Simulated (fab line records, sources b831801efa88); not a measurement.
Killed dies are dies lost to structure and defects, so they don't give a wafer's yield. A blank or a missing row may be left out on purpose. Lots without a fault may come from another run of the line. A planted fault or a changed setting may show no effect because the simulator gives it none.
fab line records | flow sky130
record lots=13 wafers=39 last_day=50
route steps=708 shown RES_XHIGH@360 LI_CONTACT@381 LOCAL_INTERCONNECT@399 PAD_OPEN@708
lots that met no fault: from a run of the same line without faults
start_h: hours from the record's first day to the start of the lot's first wafer shown | wait_h: hours since the lot's step before | " the same as in the row above | L1.1+2: a row that stands for several wafers | - no value, or no start given | * or withheld: withheld | < > ~ a bound
route shown NAME@n: a module of which the file shows steps, and the number in the route of the first | usual: mean/standard deviation of fault-free wafers | same: alike in all rows | chamber/n: place in a boat | sites: the reading at each site | _std_site: their standard deviation | _edge_site: outer sites' mean less inner sites' | radius_mm: how far each site lies from the wafer's centre | mask NAME#n: copy n | behind: the tool/chamber that last shaped the wafer | hold: why the lot was held/for how many hours/how that ended | device: the transistor (n, p or np) that didn't switch | end of line: the same wafers' tests at the end of the route | a step without rows: its recipe alone | killed: dies lost to structure and defects at the first sort, not the wafer's yield | map: a wafer's dies, x killed, . not, _ none there
set.NAME: the setting as run; set.NAME@STEP: as run at that earlier step | model.NAME: the simulator's own value behind a step, which no gauge read
steps of the route over a sample of lots; a table a step, a row a wafer
services: from which hour (start_h, from the record's first day; less than 0 if before it) a tool's chamber was out of use, for how many hours, and why
## steps
# step SKY_SD_N_RS_MEAS_18
# recipe thk_meas_gauge=four-point-probe
# usual RES_XHIGH_RS=333.4/1.5
# columns lot.wafer tool chamber start_h wait_h RES_XHIGH_RS[ohm/sq]
L782.2 film_metro-03 - 660.96 0.1 332.2
L782.3 " - " " 332.7
L782.4 " - " " 332.2
L787.4 film_metro-02 - 714.31 0.1 338.6
L787.5 " - " " 338.1
L787.6 " - " " 337.0
L790.1 film_metro-03 - 725.10 0.1 334.2
L790.5 " - " " 332.5
L790.6 " - " " 333.8
L789.2 film_metro-02 - 725.91 0.1 335.2
L789.4 " - " " 334.3
L789.5 " - " " 335.4
L791.2 film_metro-03 - 733.87 0.1 331.0
L791.3 " - " " 331.0
L791.6 " - " " 330.6
L792.2 film_metro-01 - 741.61 0.1 331.7
L792.3 " - " " 332.3
L792.6 " - " " 332.6
L793.1 film_metro-01 - 769.39 0.1 334.5
L793.3 " - " " 333.3
L793.5 " - " " 335.1
L795.1 film_metro-01 - 777.74 0.1 334.6
L795.3 " - " " 334.4
L795.5 " - " " 333.0
L796.3 film_metro-03 - 783.88 0.1 334.9
L796.5 " - " " 334.1
L796.6 " - " " 335.7
L797.1 film_metro-01 - 784.44 0.1 331.6
L797.2 " - " " 333.8
L797.6 " - " " 332.8
L799.2 film_metro-01 - 794.06 0.1 332.9
L799.3 " - " " 332.4
L799.4 " - " " 332.4
L800.3 film_metro-02 - 803.99 0.1 332.3
L800.4 " - " " 334.2
L800.5 " - " " 332.9
L802.1 film_metro-02 - 827.25 0.1 333.7
L802.4 " - " " 333.9
L802.6 " - " " 334.1
# step SKY_LI_CONTACT_SPUTTER_19
# recipe material=Ti target_thk_nm=20 chamber_pressure_pa=5 power_w=2500 substrate_temp_c=200 time_s=106.37
# usual cathode_dc_power_W=2500.0/0.45 chamber_pressure_pa=5.000/0.0099 throttle_valve_pct=29.7/0.8
# columns lot.wafer tool chamber start_h wait_h cathode_dc_power_W chamber_pressure_pa throttle_valve_pct
L782.2 pvd_sputter-03 - 690.95 0.0 2499.9 5.007 30.9
L782.3 " - " " 2499.6 4.992 31.3
L782.4 " - " " 2499.9 5.009 28.7
L787.4 pvd_sputter-04 - 742.44 0.0 - - -
L787.5 " - " " - - -
L787.6 " - " " - - -
L790.1 pvd_sputter-03 - 753.54 0.0 - - -
L790.5 " - " " - - -
L790.6 " - " " - - -
L789.2 pvd_sputter-03 - 754.80 0.0 - - -
L789.4 " - " " - - -
L789.5 " - " " - - -
L791.2 pvd_sputter-01 - 761.98 0.0 2500.4 5.005 29.0
L791.3 " - " " 2499.7 4.998 28.9
L791.6 " - " " 2500.4 4.980 29.1
L792.2 pvd_sputter-04 - 770.15 0.0 2499.5 5.009 29.9
L792.3 " - " " 2500.4 5.007 30.6
L792.6 " - " " 2499.8 5.012 29.9
L793.1 pvd_sputter-01 - 796.95 0.0 2500.6 4.998 29.4
L793.3 " - " " 2500.4 5.005 28.8
L793.5 " - " " 2500.5 5.007 29.4
L795.1 pvd_sputter-03 - 805.88 0.0 2500.1 4.996 28.8
L795.3 " - " " 2500.0 5.011 28.9
L795.5 " - " " 2500.3 5.006 31.0
L796.3 pvd_sputter-04 - 811.47 0.0 2500.1 5.020 29.5
L796.5 " - " " 2499.5 5.008 29.8
L796.6 " - " " 2500.3 4.994 30.3
L797.1 pvd_sputter-01 - 812.60 0.0 2499.9 4.999 30.0
L797.2 " - " " 2500.4 5.004 28.5
L797.6 " - " " 2499.7 4.996 30.0
L799.2 pvd_sputter-04 - 821.05 0.0 2499.6 4.996 29.5
L799.3 " - " " 2499.5 4.993 29.6
L799.4 " - " " 2499.7 4.996 30.7
L800.3 pvd_sputter-03 - 831.74 0.0 2499.8 4.985 31.1
L800.4 " - " " 2500.1 5.020 30.8
L800.5 " - " " 2500.1 4.990 31.1
L802.1 pvd_sputter-03 - 854.58 0.0 2500.3 5.012 31.0
L802.4 " - " " 2501.1 4.993 28.9
L802.6 " - " " 2500.2 5.014 28.7
# step SKY_LI_CONTACT_CMP_24
# recipe stop_on=PSG t_overpolish_s=20 down_force_psi=3.5 platen_rpm=60 target_thk_nm=0 pad_velocity_m_s=0.94248
# usual motor_current_A=11.4/1.3
# columns lot.wafer tool chamber start_h wait_h motor_current_A
L782.3 cmp-01 0 691.52 0.0 11.3
L782.4 " 1 " " 10.2
L782.2 " 3 " " 14.0
L787.4 cmp-02 1 746.94 0.4 10.2
L787.6 " 1 " " 10.9
L787.5 " 2 " " 10.6
L789.2 cmp-02 3 757.96 0.0 10.3
L789.4 " 2 " " 10.6
L789.5 " 0 " " 13.3
L790.1 cmp-02 3 759.97 0.1 10.4
L790.6 " 1 " " 11.0
L790.5 " 2 " " 10.6
L791.2 cmp-02 1 762.48 0.1 11.0
L791.3 " 3 " " 10.4
L791.6 " 1 " " 11.0
L792.3 cmp-01 3 770.65 0.1 12.8
L792.2 " 0 " " 11.1
L792.6 " 2 " " 11.6
L793.3 cmp-02 3 797.39 0.0 10.0
L793.1 " 1 " " 10.4
L793.5 " 0 " " 12.9
L795.1 cmp-02 1 806.33 0.1 11.0
L795.3 " 2 " " 10.5
L795.5 " 2 " " 10.8
L796.3 cmp-02 3 812.06 0.2 10.9
L796.6 " 0 " " 13.7
L796.5 " 1 " " 10.3
L797.2 cmp-02 0 813.04 0.0 12.9
L797.1 " 3 " " 10.6
L797.6 " 0 " " 13.3
L799.2 cmp-01 0 821.49 0.0 10.8
L799.4 " 2 " " 12.4
L799.3 " 3 " " 14.4
L800.4 cmp-02 3 832.18 0.0 10.1
L800.3 " 0 " " 13.0
L800.5 " 0 " " 13.4
L802.1 cmp-02 2 855.03 0.1 10.5
L802.4 " 1 " " 10.5
L802.6 " 2 " " 10.9
# step SKY_LOCAL_INTERCONNECT_OVL_MEAS_12
# usual LOCAL_INTERCONNECT_OVL=0/5.7
# columns lot.wafer tool chamber start_h wait_h LOCAL_INTERCONNECT_OVL[nm]
L782.2 overlay-01 - 719.19 0.1 1
L782.3 " - " " 4
L782.4 " - " " 0
L791.2 overlay-01 - 789.70 0.1 -2
L791.3 " - " " -2
L791.6 " - " " -2
L792.2 overlay-01 - 797.44 0.1 -4
L792.3 " - " " -7
L792.6 " - " " -2
L793.1 overlay-01 - 824.23 0.1 -1
L793.3 " - " " -7
L793.5 " - " " -5
L795.1 overlay-01 - 832.74 0.1 -3
L795.3 " - " " -6
L795.5 " - " " -4
L796.3 overlay-01 - 838.25 0.1 -2
L796.5 " - " " -2
L796.6 " - " " -4
L797.1 overlay-02 - 839.19 0.1 -2
L797.2 " - " " 4
L797.6 " - " " 4
L799.2 overlay-01 - 848.14 0.1 4
L799.3 " - " " 4
L799.4 " - " " 4
L800.3 overlay-02 - 858.45 0.1 -2
L800.4 " - " " -2
L800.5 " - " " -2
L802.1 overlay-02 - 881.64 0.1 16
L802.4 " - " " 11
L802.6 " - " " 14
# step SKY_PAD_OPEN_PROBE_99
# usual killed_at_M0_to_M3=43/6.7 killed_at_M4_up=3.2/1.9 killed_at_contacts=24/5.9 killed_at_front_end=15/4.1 killed_at_other=0.3/0.56 killed_dies=86/9.5 killed_on_rim=17/3.7 killed_open=47/7.4 killed_short=39/5.5
# same gross_dies=492 killed_at_back_side=0
# columns lot.wafer tool chamber start_h wait_h hold killed_at_M0_to_M3 killed_at_M4_up killed_at_contacts killed_at_front_end killed_at_other killed_dies killed_on_rim killed_open killed_short
L782.2 prober-01 - 1085.47 0.1 - 43 3 32 9 0 87 23 41 46
L782.3 prober-01 - 1085.52 0.2 - 42 1 32 10 0 85 17 46 39
L782.4 prober-01 - 1085.57 0.2 - 50 3 24 13 0 90 17 46 44
L787.4 prober-01 - 1124.94 0.2 await_dispo/6.7h/scrap 45 1 432 13 1 492 96 44 38
L787.5 prober-01 - 1124.99 0.2 await_dispo/6.7h/scrap 28 4 443 17 0 492 96 46 28
L787.6 prober-01 - 1125.04 0.2 await_dispo/6.7h/scrap 42 4 426 20 0 492 96 58 34
L790.1 prober-02 - 1131.51 0.1 await_dispo/10.2h/scrap 45 2 431 14 0 492 96 46 38
L790.5 prober-02 - 1131.71 0.2 await_dispo/10.2h/scrap 42 3 425 21 1 492 96 43 45
L790.6 prober-02 - 1131.76 0.2 await_dispo/10.2h/scrap 42 3 433 14 0 492 96 53 40
L789.2 prober-01 - 1131.68 0.1 await_dispo/2.1h/scrap 56 4 422 10 0 492 96 50 46
L789.4 prober-01 - 1131.78 0.2 await_dispo/2.1h/scrap 47 4 424 17 0 492 96 52 37
L789.5 prober-01 - 1131.83 0.2 await_dispo/2.1h/scrap 57 10 412 12 1 492 96 52 56
L791.2 prober-02 - 1136.70 0.1 - 43 2 27 10 0 82 12 45 37
L791.3 prober-02 - 1136.75 0.2 - 60 4 25 19 0 108 25 62 46
L791.6 prober-02 - 1136.90 0.2 - 40 5 21 15 0 81 18 46 35
L792.2 prober-01 - 1143.93 0.1 - 35 1 21 13 0 70 12 33 37
L792.3 prober-01 - 1143.98 0.2 - 37 3 25 21 0 86 15 49 37
L792.6 prober-01 - 1144.13 0.2 - 36 6 20 15 0 77 13 40 37
L793.1 prober-02 - 1160.89 0.1 - 45 7 17 18 0 87 16 51 36
L793.3 prober-02 - 1160.99 0.2 - 54 8 27 9 1 99 17 48 51
L793.5 prober-02 - 1161.09 0.2 - 40 4 13 12 0 69 10 33 36
L795.1 prober-02 - 1166.59 0.1 - 40 5 16 17 0 78 18 39 39
L795.3 prober-02 - 1166.69 0.2 - 41 4 30 15 0 90 21 39 51
L795.5 prober-02 - 1166.79 0.2 - 49 1 26 9 0 85 18 45 40
L796.3 prober-01 - 1170.78 0.2 - 44 3 16 12 0 75 15 37 38
L796.5 prober-01 - 1170.88 0.2 - 31 2 31 12 0 76 17 43 33
L796.6 prober-01 - 1170.93 0.2 - 47 4 16 27 0 94 17 51 43
L797.1 prober-02 - 1171.68 0.1 - 38 3 30 17 0 88 12 40 48
L797.2 prober-02 - 1171.73 0.1 - 46 3 27 18 0 94 15 52 42
L797.6 prober-02 - 1171.93 0.2 - 42 2 25 14 0 83 12 52 31
L799.2 prober-02 - 1179.88 0.1 - 40 3 28 12 1 84 18 43 41
L799.3 prober-02 - 1179.93 0.2 - 53 5 24 22 0 104 21 60 44
L799.4 prober-02 - 1179.98 0.2 - 40 2 23 16 0 81 17 42 39
L800.3 prober-01 - 1185.04 0.2 - 41 3 21 16 1 82 17 47 35
L800.4 prober-01 - 1185.09 0.2 - 45 2 20 12 0 79 17 44 35
L800.5 prober-01 - 1185.14 0.2 - 50 0 19 11 1 81 20 41 40
L802.1 prober-01 - 1198.79 0.1 - 34 7 20 12 0 73 14 36 37
L802.4 prober-01 - 1198.94 0.2 - 45 5 22 13 0 85 12 47 38
L802.6 prober-01 - 1199.04 0.2 - 37 4 12 7 0 60 18 24 36
# killed by level:class
L782.2 CONTACT:geometric_particle:open=9 CONTACT:geometric_particle:short=8 VIA1:geometric_particle:open=8 METAL1:geometric_particle:short=7 LOCAL_INTERCONNECT:geometric_particle:short=6 VIA2:geometric_particle:open=6 VIA3:geometric_particle:open=6 LI_CONTACT:geometric_particle:open=5
L782.3 VIA1:geometric_particle:open=12 LI_CONTACT:geometric_particle:open=10 CONTACT:geometric_particle:open=9 CONTACT:geometric_particle:short=7 METAL2:geometric_particle:short=6 LOCAL_INTERCONNECT:geometric_particle:short=5 VIA1:geometric_particle:short=5 VIA2:geometric_particle:open=5
L782.4 VIA3:geometric_particle:open=10 VIA1:geometric_particle:open=9 METAL1:geometric_particle:short=7 METAL2:geometric_particle:short=7 FIELD_ISO:geometric_particle:open=6 LI_CONTACT:geometric_particle:open=6 CONTACT:geometric_particle:short=6 VIA2:geometric_particle:open=6
L787.4 LI_CONTACT:area_sputter=410 CONTACT:geometric_particle:open=10 METAL2:geometric_particle:short=9 VIA2:geometric_particle:open=8 VIA1:geometric_particle:open=7 LI_CONTACT:geometric_particle:open=6 METAL1:geometric_particle:short=5 VIA1:geometric_particle:short=5
L787.5 LI_CONTACT:area_sputter=418 VIA1:geometric_particle:open=10 CONTACT:geometric_particle:open=9 LI_CONTACT:geometric_particle:open=7 VIA2:geometric_particle:open=7 POLY_GATE:geometric_particle:open=6 CONTACT:geometric_particle:short=6 FIELD_ISO:geometric_particle:short=5
L787.6 LI_CONTACT:area_sputter=400 VIA1:geometric_particle:open=13 CONTACT:geometric_particle:open=12 LI_CONTACT:geometric_particle:open=8 POLY_GATE:geometric_particle:open=7 VIA1:geometric_particle:short=7 VIA3:geometric_particle:open=6 FIELD_ISO:geometric_particle:short=5
L790.1 LI_CONTACT:area_sputter=408 CONTACT:geometric_particle:open=12 VIA3:geometric_particle:open=10 VIA1:geometric_particle:open=6 VIA2:geometric_particle:open=6 LOCAL_INTERCONNECT:geometric_particle:short=5 POLY_GATE:geometric_particle:short=4 VIA1:geometric_particle:short=4
L789.2 LI_CONTACT:area_sputter=396 VIA1:geometric_particle:open=10 CONTACT:geometric_particle:open=8 LI_CONTACT:geometric_particle:short=7 VIA3:geometric_particle:open=7 VIA2:geometric_particle:open=7 METAL2:geometric_particle:short=6 LI_CONTACT:geometric_particle:open=6
L790.5 LI_CONTACT:area_sputter=404 VIA1:geometric_particle:open=10 CONTACT:geometric_particle:open=7 POLY_GATE:geometric_particle:open=6 VIA3:geometric_particle:open=5 POLY_GATE:geometric_particle:short=5 LI_CONTACT:geometric_particle:open=5 LOCAL_INTERCONNECT:geometric_particle:short=5
L790.6 LI_CONTACT:area_sputter=399 CONTACT:geometric_particle:open=14 LI_CONTACT:geometric_particle:open=9 VIA1:geometric_particle:short=8 VIA1:geometric_particle:open=8 VIA3:geometric_particle:open=8 FIELD_ISO:geometric_particle:short=4 VIA2:geometric_particle:short=4
L789.4 LI_CONTACT:area_sputter=403 VIA1:geometric_particle:open=12 VIA3:geometric_particle:open=10 VIA2:geometric_particle:open=8 CONTACT:geometric_particle:open=8 METAL2:geometric_particle:short=6 POLY_GATE:geometric_particle:short=5 LI_CONTACT:geometric_particle:open=5
L789.5 LI_CONTACT:area_sputter=384 CONTACT:geometric_particle:open=12 VIA1:geometric_particle:open=12 METAL1:geometric_particle:short=11 METAL2:geometric_particle:short=11 METAL4:geometric_particle:short=8 CONTACT:geometric_particle:short=6 LI_CONTACT:geometric_particle:open=5
L791.2 CONTACT:geometric_particle:open=11 METAL1:geometric_particle:short=8 VIA1:geometric_particle:open=7 VIA3:geometric_particle:open=6 LI_CONTACT:geometric_particle:open=5 CONTACT:geometric_particle:short=5 VIA1:geometric_particle:short=5 VIA2:geometric_particle:open=5
L791.3 CONTACT:geometric_particle:open=15 VIA3:geometric_particle:open=11 FIELD_ISO:geometric_particle:open=9 LI_CONTACT:geometric_particle:open=8 VIA1:geometric_particle:short=8 VIA1:geometric_particle:open=8 FIELD_ISO:geometric_particle:short=7 METAL1:geometric_particle:short=7
L791.6 VIA1:geometric_particle:open=14 LI_CONTACT:geometric_particle:open=6 CONTACT:geometric_particle:open=6 METAL1:geometric_particle:short=6 CONTACT:geometric_particle:short=5 POLY_GATE:geometric_particle:short=5 VIA2:geometric_particle:open=5 VIA3:geometric_particle:open=5
L792.2 VIA1:geometric_particle:open=10 CONTACT:geometric_particle:open=7 CONTACT:geometric_particle:short=6 VIA1:geometric_particle:short=5 METAL2:geometric_particle:short=5 LI_CONTACT:geometric_particle:open=4 VIA2:geometric_particle:open=4 FIELD_ISO:geometric_particle:short=3
L792.3 FIELD_ISO:geometric_particle:short=10 VIA2:geometric_particle:open=10 VIA1:geometric_particle:open=8 VIA3:geometric_particle:open=8 LI_CONTACT:geometric_particle:open=7 CONTACT:geometric_particle:open=7 CONTACT:geometric_particle:short=7 FIELD_ISO:geometric_particle:open=5
L792.6 VIA3:geometric_particle:open=7 CONTACT:geometric_particle:open=6 METAL1:geometric_particle:short=6 FIELD_ISO:geometric_particle:short=5 CONTACT:geometric_particle:short=5 VIA1:geometric_particle:open=5 METAL4:geometric_particle:short=4 POLY_GATE:geometric_particle:open=4
L793.1 VIA1:geometric_particle:open=13 CONTACT:geometric_particle:open=10 METAL1:geometric_particle:short=8 VIA2:geometric_particle:open=7 METAL4:geometric_particle:short=6 LI_CONTACT:geometric_particle:open=4 FIELD_ISO:geometric_particle:short=3 POLY_GATE:geometric_particle:open=3
L793.3 VIA1:geometric_particle:open=14 CONTACT:geometric_particle:open=10 LI_CONTACT:geometric_particle:open=9 VIA3:geometric_particle:open=8 METAL4:geometric_particle:short=8 METAL1:geometric_particle:short=7 VIA1:geometric_particle:short=6 METAL2:geometric_particle:short=6
L793.5 VIA1:geometric_particle:open=6 CONTACT:geometric_particle:open=5 METAL1:geometric_particle:short=5 VIA2:geometric_particle:short=5 VIA3:geometric_particle:open=5 FIELD_ISO:geometric_particle:short=4 POLY_GATE:geometric_particle:short=4 METAL2:geometric_particle:short=4
L795.1 VIA1:geometric_particle:open=12 FIELD_ISO:geometric_particle:short=8 METAL1:geometric_particle:short=7 LI_CONTACT:geometric_particle:open=6 VIA1:geometric_particle:short=5 CONTACT:geometric_particle:open=5 VIA2:geometric_particle:short=5 VIA3:geometric_particle:open=5
L795.3 CONTACT:geometric_particle:open=10 VIA1:geometric_particle:open=10 LOCAL_INTERCONNECT:geometric_particle:short=7 VIA3:geometric_particle:open=5 POLY_GATE:geometric_particle:short=5 METAL1:geometric_particle:short=5 FIELD_ISO:geometric_particle:short=4 LI_CONTACT:geometric_particle:short=4
L795.5 VIA1:geometric_particle:open=12 METAL2:geometric_particle:short=12 CONTACT:geometric_particle:open=9 CONTACT:geometric_particle:short=6 VIA3:geometric_particle:open=6 LI_CONTACT:geometric_particle:open=5 METAL2:geometric_particle:open=5 VIA2:geometric_particle:open=4
L796.3 VIA1:geometric_particle:open=8 CONTACT:geometric_particle:open=8 VIA3:geometric_particle:open=7 METAL3:geometric_particle:short=6 VIA2:geometric_particle:short=5 METAL1:geometric_particle:short=4 METAL2:geometric_particle:short=4 VIA2:geometric_particle:open=4
L796.5 CONTACT:geometric_particle:open=15 VIA1:geometric_particle:open=10 CONTACT:geometric_particle:short=7 POLY_GATE:geometric_particle:short=5 VIA2:geometric_particle:open=5 LOCAL_INTERCONNECT:geometric_particle:short=4 VIA1:geometric_particle:short=4 VIA3:geometric_particle:open=4
L796.6 VIA1:geometric_particle:open=9 POLY_GATE:geometric_particle:open=8 METAL1:geometric_particle:short=8 CONTACT:geometric_particle:open=8 VIA3:geometric_particle:open=7 FIELD_ISO:geometric_particle:open=6 METAL2:geometric_particle:short=6 VIA3:geometric_particle:short=6
L797.1 LI_CONTACT:geometric_particle:open=10 CONTACT:geometric_particle:short=10 VIA1:geometric_particle:short=8 VIA1:geometric_particle:open=7 VIA3:geometric_particle:open=7 POLY_GATE:geometric_particle:open=5 CONTACT:geometric_particle:open=5 FIELD_ISO:geometric_particle:short=4
L797.2 VIA1:geometric_particle:open=14 LI_CONTACT:geometric_particle:open=9 METAL1:geometric_particle:short=8 CONTACT:geometric_particle:open=7 VIA2:geometric_particle:open=6 POLY_GATE:geometric_particle:open=5 FIELD_ISO:geometric_particle:short=5 LOCAL_INTERCONNECT:geometric_particle:short=5
L797.6 CONTACT:geometric_particle:open=11 VIA1:geometric_particle:open=8 METAL1:geometric_particle:short=7 LI_CONTACT:geometric_particle:open=6 VIA2:geometric_particle:open=6 VIA3:geometric_particle:open=6 FIELD_ISO:geometric_particle:short=5 CONTACT:geometric_particle:short=4
L799.2 CONTACT:geometric_particle:open=14 VIA1:geometric_particle:short=8 VIA1:geometric_particle:open=6 VIA2:geometric_particle:open=6 LOCAL_INTERCONNECT:geometric_particle:short=5 CONTACT:geometric_particle:short=5 METAL1:geometric_particle:short=5 METAL3:geometric_particle:short=4
L799.3 VIA1:geometric_particle:open=12 CONTACT:geometric_particle:open=10 FIELD_ISO:geometric_particle:open=7 VIA1:geometric_particle:short=7 VIA2:geometric_particle:open=6 METAL2:geometric_particle:short=6 VIA3:geometric_particle:open=6 LI_CONTACT:geometric_particle:open=5
L799.4 LI_CONTACT:geometric_particle:open=10 METAL1:geometric_particle:short=10 CONTACT:geometric_particle:open=6 VIA1:geometric_particle:open=6 FIELD_ISO:geometric_particle:short=5 CONTACT:geometric_particle:short=5 VIA1:geometric_particle:short=5 VIA2:geometric_particle:open=5
L800.3 CONTACT:geometric_particle:open=9 VIA1:geometric_particle:open=9 VIA2:geometric_particle:open=8 VIA1:geometric_particle:short=7 FIELD_ISO:geometric_particle:open=5 LOCAL_INTERCONNECT:geometric_particle:short=5 POLY_GATE:geometric_particle:open=4 CONTACT:geometric_particle:short=4
L800.4 VIA1:geometric_particle:open=10 CONTACT:geometric_particle:open=9 VIA2:geometric_particle:open=7 METAL1:geometric_particle:short=6 VIA3:geometric_particle:open=5 CONTACT:geometric_particle:short=5 METAL2:geometric_particle:short=4 POLY_GATE:geometric_particle:short=3
L800.5 VIA1:geometric_particle:open=12 VIA2:geometric_particle:open=9 CONTACT:geometric_particle:open=7 VIA1:geometric_particle:short=6 METAL1:geometric_particle:short=5 METAL2:geometric_particle:short=5 POLY_GATE:geometric_particle:short=4 LOCAL_INTERCONNECT:geometric_particle:short=4
L802.1 CONTACT:geometric_particle:open=8 VIA3:geometric_particle:open=8 VIA1:geometric_particle:open=6 METAL4:geometric_particle:short=6 FIELD_ISO:geometric_particle:short=5 METAL1:geometric_particle:short=5 LI_CONTACT:geometric_particle:open=4 METAL3:geometric_particle:short=4
L802.4 VIA3:geometric_particle:open=9 VIA1:geometric_particle:open=7 VIA2:geometric_particle:open=7 CONTACT:geometric_particle:open=7 VIA1:geometric_particle:short=6 LI_CONTACT:geometric_particle:short=5 VIA2:geometric_particle:short=5 FIELD_ISO:geometric_particle:open=4
L802.6 VIA1:geometric_particle:open=8 METAL2:geometric_particle:short=8 LI_CONTACT:geometric_particle:open=5 METAL1:geometric_particle:short=4 VIA1:geometric_particle:short=4 VIA2:geometric_particle:open=4 VIA2:geometric_particle:short=3 METAL4:geometric_particle:short=3
## services
# columns tool chamber start_h hours kind
cmp-01 - 679.46 0.3 repair
cmp-01 - 681.07 4.7 repair
pvd_sputter-04 - 720.41 9.6 repair
cmp-01 - 739.81 4.4 repair
cmp-01 - 744.21 5.0 pm
cmp-01 - 749.21 4.0 pm
pvd_sputter-04 - 750.42 3.3 repair
cmp-01 - 753.21 - consumable_replace:conditioner
cmp-01 - 753.21 - consumable_replace:pad
cmp-01 - 759.58 3.8 repair
pvd_sputter-01 - 787.98 2.9 repair
cmp-01 - 823.34 2.7 repair
pvd_sputter-01 - 831.88 1.1 repair
pvd_sputter-03 3 832.63 - consumable_replace:kit
pvd_sputter-03 3 832.63 18.0 scheduled_down
pvd_sputter-03 3 832.63 18.0 vent_cycle
cmp-01 - 836.44 1.8 repair
cmp-01 - 836.74 0.4 repair
## key
first_sign step=SKY_LI_CONTACT_SPUTTER_19 reading=tool_record direction=missing
effect step=SKY_PAD_OPEN_PROBE_99 reading=killed_at_contacts direction=up sigmas=69 usual=24 struck=428
more_kills_born_at SKY_LI_CONTACT_SPUTTER_19@pvd_sputter-03=2394 SKY_LI_CONTACT_SPUTTER_19@pvd_sputter-04=1228
met_at SKY_LI_CONTACT_SPUTTER_19
struck_lots L787,L789,L790
later_rows_left_out L787.4,L787.5,L787.6,L789.2,L789.4,L789.5,L790.1,L790.5,L790.6
tester_left_out L787,L789,L790
not_acting_at SKY_SD_N_RS_MEAS_18,SKY_LI_CONTACT_CMP_24,SKY_LOCAL_INTERCONNECT_OVL_MEAS_12
onset_between 690.95 742.44
fault kind=skipped_step_whole tool=pvd_sputter-03,pvd_sputter-04 chamber=- onset_h=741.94 steps=SKY_LI_CONTACT_SPUTTER_19 scope=struck_lots_only
# tester_left_out: of these lots the tester's yield and bins aren't shown, on N5 and GAA mostly nor the transistor test; their killed dies are dies lost to structure and defects alone, not to doping, threshold or leakage, so they don't give the yield
# later_rows_left_out: the simulator's readings of these wafers behind a module that went badly wrong aren't trusted and aren't shown, but for the sort
